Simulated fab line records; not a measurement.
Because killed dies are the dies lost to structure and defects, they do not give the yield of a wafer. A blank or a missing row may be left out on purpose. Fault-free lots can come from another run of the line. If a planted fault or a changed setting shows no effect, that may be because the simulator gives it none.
Comparing a struck lot with a sound one -- flow sky130 -- 16 steps out of a route of 708
Sound: wafers L976.2, L976.3, L976.5. Wafers struck: L983.1, L983.4, L983.6. The cause is given at the end.
Each step with rows lists, per side, the tool, then ch with its chambers, then its first start. Under that, the readings that differ: sound wafers -- struck wafers -- difference of the means -- sigmas: that difference in standard deviations of wafers without a fault.
alike: readings with means less than 2 such deviations apart, plus words and numbers identical on both sides. not compared: withheld readings, readings lacking a value on some wafer, bounds such as >300 that could conceal the same value, and numbers that have no deviation in the record and whose values overlap.
The two part at a step that has a row with sigmas, a row that says differs or no value, or rows on one side only. When numbers do not overlap yet have no deviation, they are printed without sigmas and do not part them. A reading that every wafer of one side lacks parts them only if that side has two wafers or more.

SKY_GATE_OXIDE_TW_MEAS_14:
  struck on film metro-03, day 16 16:35; sound on film metro-02, day 13 21:03
  alike: GATE_OXIDE_TW
then, 3 steps without rows for these wafers: SKY_GATE_OXIDE_CLEAN_15 (cleans in SC1/SC2, time 150 s); SKY_GATE_OXIDE_OXIDATION_16 (stabilise 600 s, purge 300 s, target thk 3.57 nm); SKY_POLY_GATE_CVD_00 (deposits poly-Si, target thk 180 nm, time 720 s).
SKY_POLY_GATE_THK_MEAS_01:
  struck on film metro-01, day 16 21:29; sound on film metro-04, day 13 23:58
reading,sound,struck,difference,sigmas
POLY_GATE_CVD_00_THK (nm),181.8 182.2 182.1,176.8 178.5 178.2,-4.2,-3
then, 7 steps without rows for these wafers: SKY_RES_PROTECT_DEHYDRATE_00 (time 60 s); SKY_RES_PROTECT_HMDS_01 (prime time 60 s); SKY_RES_PROTECT_COAT_02 (resist thk 1140 nm); SKY_RES_PROTECT_SOFTBAKE_03 (time 60 s); SKY_RES_PROTECT_EXPOSE_04 (exposes mask RPM, target cd 1270 nm); SKY_RES_PROTECT_PEB_05; SKY_RES_PROTECT_DEVELOP_06 (develop time 60 s).
SKY_POLY_GATE_IMPLANT_02:
  sound on implanter-01 ch 0, day 15 02:13; struck on implanter-01 ch 0, day 18 01:58
reading,sound,struck,difference,sigmas
beam on s (s),30 30 30,48 47 48,+18,+6
dose ions cm2,7.702e+15 7.695e+15 7.705e+15,1.1894e+16 1.1893e+16 1.1892e+16,+4.1923e+15,+99 or more
SKY_RES_PROTECT_STRIP_07: strips in O2/N2.
  sound on plasma asher-02 ch 0,1, day 15 02:21; struck on plasma asher-01 ch 0,1, day 18 02:07
reading,sound,struck,difference,sigmas
drypump motor current A (A),5.7 4.9 4.9,6.2 6.2 6.4,+1.1,+2
oes product au (a.u.),0.513 0.518 0.523,0.495 0.491 0.495,-0.024,-5
strip time to endpoint s (s),23.31 23.33 23.28,24.86 24.89 24.85,+1.56,+43
  not compared: rf hours counter h
SKY_RES_PROTECT_TW_MEAS_08:
  struck on film metro-04, day 18 02:13; sound on film metro-02, day 15 02:28
reading,sound,struck,difference,sigmas
POLY_GATE_TW,4050 4034 4040,4160 4131 4163,+110,+3
-- here the record skips 30 days between the struck wafers' starts before and after, leaving off in module RES_PROTECT and picking up in module PAD_OPEN (first step shown: number 708 of the route) --
SKY_PAD_OPEN_PROBE_99:
  struck on prober-01, day 47 19:39; sound on prober-02, day 45 14:32
reading,sound,struck,difference,sigmas
model.etest.res poly.line ohm um,508 524.2 514,429.4 418.3 419,-93.2,
model.etest.licon poly.rc ohm,149.7 148.5 148.8,114.9 115 116.2,-33.6,
model.etest.res poly.rs ohm sq,46.85 47.69 48.65,39.13 39.2 39.61,-8.42,
  alike: killed_at_M0_to_M3, killed_at_M4_up, killed at contacts, killed at front end, killed at other, killed dies, killed open, killed short

## WHERE THEY PART
At SKY_POLY_GATE_THK_MEAS_01 first; at SKY_RES_PROTECT_TW_MEAS_08 last (within this record only). Later steps at which nothing parts them and some readings are alike: SKY_PAD_OPEN_PROBE_99.

WHY: what the simulator had put in
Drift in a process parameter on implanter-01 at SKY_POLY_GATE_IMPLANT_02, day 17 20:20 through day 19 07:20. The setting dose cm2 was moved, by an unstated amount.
